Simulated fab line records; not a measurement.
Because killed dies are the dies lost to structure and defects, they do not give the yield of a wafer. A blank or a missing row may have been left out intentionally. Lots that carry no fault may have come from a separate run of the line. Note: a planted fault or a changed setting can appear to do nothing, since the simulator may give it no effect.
Chamber matching || flow gf180mcu || 4 sister chambers for GF_PASSIVATION_ETCH_11 on rie_diel-04
The step etches the open film in CF4/O2, stops on TiN, target depth 1800 nm, time 400 s. 20 wafers are shown with their chamber, then 10 later ones without.

## WAFERS PAIRED WITH THEIR CHAMBERS
{"wafer": "L076.3", "chamber": 0, "drypump_motor_current_A (A)": 5.5, "rf_fwd_power_W (W)": 799.4, "throttle_valve_pct (%)": 5.962}
{"wafer": "L076.4", "chamber": 2, "drypump_motor_current_A (A)": 6.0, "rf_fwd_power_W (W)": 800.8, "throttle_valve_pct (%)": 5.962}
{"wafer": "L076.6", "chamber": 3, "drypump_motor_current_A (A)": 5.8, "rf_fwd_power_W (W)": 795.8, "throttle_valve_pct (%)": 5.953}
{"wafer": "L077.1", "chamber": 2, "drypump_motor_current_A (A)": 6.1, "rf_fwd_power_W (W)": 802.9, "throttle_valve_pct (%)": 5.944}
{"wafer": "L077.5", "chamber": 1, "drypump_motor_current_A (A)": 5.2, "rf_fwd_power_W (W)": 796.6, "throttle_valve_pct (%)": 5.955}
{"wafer": "L077.6", "chamber": 2, "drypump_motor_current_A (A)": 6.0, "rf_fwd_power_W (W)": 799.6, "throttle_valve_pct (%)": 5.951}
{"wafer": "L078.2", "chamber": 0, "drypump_motor_current_A (A)": 5.5, "rf_fwd_power_W (W)": 798.0, "throttle_valve_pct (%)": 5.941}
{"wafer": "L078.4", "chamber": 2, "drypump_motor_current_A (A)": 6.0, "rf_fwd_power_W (W)": 794.2, "throttle_valve_pct (%)": 5.956}
{"wafer": "L078.5", "chamber": 3, "drypump_motor_current_A (A)": 5.7, "rf_fwd_power_W (W)": 800.7, "throttle_valve_pct (%)": 5.955}
{"wafer": "L084.1", "chamber": 1, "drypump_motor_current_A (A)": 5.2, "rf_fwd_power_W (W)": 799.3, "throttle_valve_pct (%)": 5.965}
{"wafer": "L084.3", "chamber": 3, "drypump_motor_current_A (A)": 5.8, "rf_fwd_power_W (W)": 801.9, "throttle_valve_pct (%)": 5.954}
{"wafer": "L084.6", "chamber": 3, "drypump_motor_current_A (A)": 5.8, "rf_fwd_power_W (W)": 802.1, "throttle_valve_pct (%)": 5.958}
{"wafer": "L086.3", "chamber": 3, "drypump_motor_current_A (A)": 5.7, "rf_fwd_power_W (W)": 801.1, "throttle_valve_pct (%)": 5.964}
{"wafer": "L086.5", "chamber": 3, "drypump_motor_current_A (A)": 5.8, "rf_fwd_power_W (W)": 802.3, "throttle_valve_pct (%)": 5.970}
{"wafer": "L086.6", "chamber": 0, "drypump_motor_current_A (A)": 5.5, "rf_fwd_power_W (W)": 794.9, "throttle_valve_pct (%)": 5.949}
{"wafer": "L088.3", "chamber": 0, "drypump_motor_current_A (A)": 5.5, "rf_fwd_power_W (W)": 797.9, "throttle_valve_pct (%)": 5.960}
{"wafer": "L088.4", "chamber": 1, "drypump_motor_current_A (A)": 5.2, "rf_fwd_power_W (W)": 795.2, "throttle_valve_pct (%)": 5.957}
{"wafer": "L088.6", "chamber": 1, "drypump_motor_current_A (A)": 5.2, "rf_fwd_power_W (W)": 798.2, "throttle_valve_pct (%)": 5.949}
{"wafer": "L091.3", "chamber": 1, "drypump_motor_current_A (A)": 5.2, "rf_fwd_power_W (W)": 797.5, "throttle_valve_pct (%)": 5.957}
{"wafer": "L091.4", "chamber": 2, "drypump_motor_current_A (A)": 6.0, "rf_fwd_power_W (W)": 798.0, "throttle_valve_pct (%)": 5.977}

SIGNATURES (averages over the wafers above)
{"reading": "drypump_motor_current_A", "chamber 0": 5.500, "chamber 1": 5.200, "chamber 2": 6.020, "chamber 3": 5.767, "scatter within a chamber": 0.0365}
{"reading": "rf_fwd_power_W", "chamber 0": 797.550, "chamber 1": 797.360, "chamber 2": 799.100, "chamber 3": 800.650, "scatter within a chamber": 2.42}
{"reading": "throttle_valve_pct", "chamber 0": 5.95300, "chamber 1": 5.95660, "chamber 2": 5.95800, "chamber 3": 5.95900, "scatter within a chamber": 0.00891}
Rule: a wafer's distance from a chamber is the root of the sum, over the readings, of the square of ((its reading less the chamber's mean) divided by the reading's scatter). The wafer belongs to the nearest chamber; if the next one is less than 2 further off, it can't be placed. The scatter: take each reading less its chamber's mean, square it, sum over the shown wafers, divide by the number of wafers less the number of chambers, and take the root.

## WAFERS WHOSE CHAMBER IS MISSING
{"wafer": "L091.5", "drypump_motor_current_A (A)": 5.5, "rf_fwd_power_W (W)": 802.7, "throttle_valve_pct (%)": 5.959}
{"wafer": "L092.3", "drypump_motor_current_A (A)": 5.8, "rf_fwd_power_W (W)": 795.0, "throttle_valve_pct (%)": 5.970}
{"wafer": "L092.4", "drypump_motor_current_A (A)": 5.5, "rf_fwd_power_W (W)": 802.5, "throttle_valve_pct (%)": 5.950}
{"wafer": "L092.6", "drypump_motor_current_A (A)": 5.8, "rf_fwd_power_W (W)": 796.1, "throttle_valve_pct (%)": 5.957}
{"wafer": "L095.2", "drypump_motor_current_A (A)": 5.5, "rf_fwd_power_W (W)": 797.7, "throttle_valve_pct (%)": 5.958}
{"wafer": "L095.3", "drypump_motor_current_A (A)": 5.8, "rf_fwd_power_W (W)": 797.0, "throttle_valve_pct (%)": 5.973}
{"wafer": "L095.6", "drypump_motor_current_A (A)": 5.5, "rf_fwd_power_W (W)": 797.7, "throttle_valve_pct (%)": 5.965}
{"wafer": "L097.1", "drypump_motor_current_A (A)": 5.5, "rf_fwd_power_W (W)": 800.4, "throttle_valve_pct (%)": 5.965}
{"wafer": "L097.2", "drypump_motor_current_A (A)": 6.1, "rf_fwd_power_W (W)": 797.2, "throttle_valve_pct (%)": 5.949}
{"wafer": "L097.4", "drypump_motor_current_A (A)": 5.2, "rf_fwd_power_W (W)": 801.5, "throttle_valve_pct (%)": 5.967}

## EACH ONE'S CHAMBER
{"wafer": "L091.5", "from the rows above": 0, "in truth": 0}
{"wafer": "L092.3", "from the rows above": 3, "in truth": 3}
{"wafer": "L092.4", "from the rows above": 0, "in truth": 0}
{"wafer": "L092.6", "from the rows above": 3, "in truth": 3}
{"wafer": "L095.2", "from the rows above": 0, "in truth": 0}
{"wafer": "L095.3", "from the rows above": 3, "in truth": 3}
{"wafer": "L095.6", "from the rows above": 0, "in truth": 0}
{"wafer": "L097.1", "from the rows above": 0, "in truth": 0}
{"wafer": "L097.2", "from the rows above": 2, "in truth": 2}
{"wafer": "L097.4", "from the rows above": 1, "in truth": 1}
Correct placement for 10 of the 10. Not placeable from these rows: 0. Wrongly placed: 0.
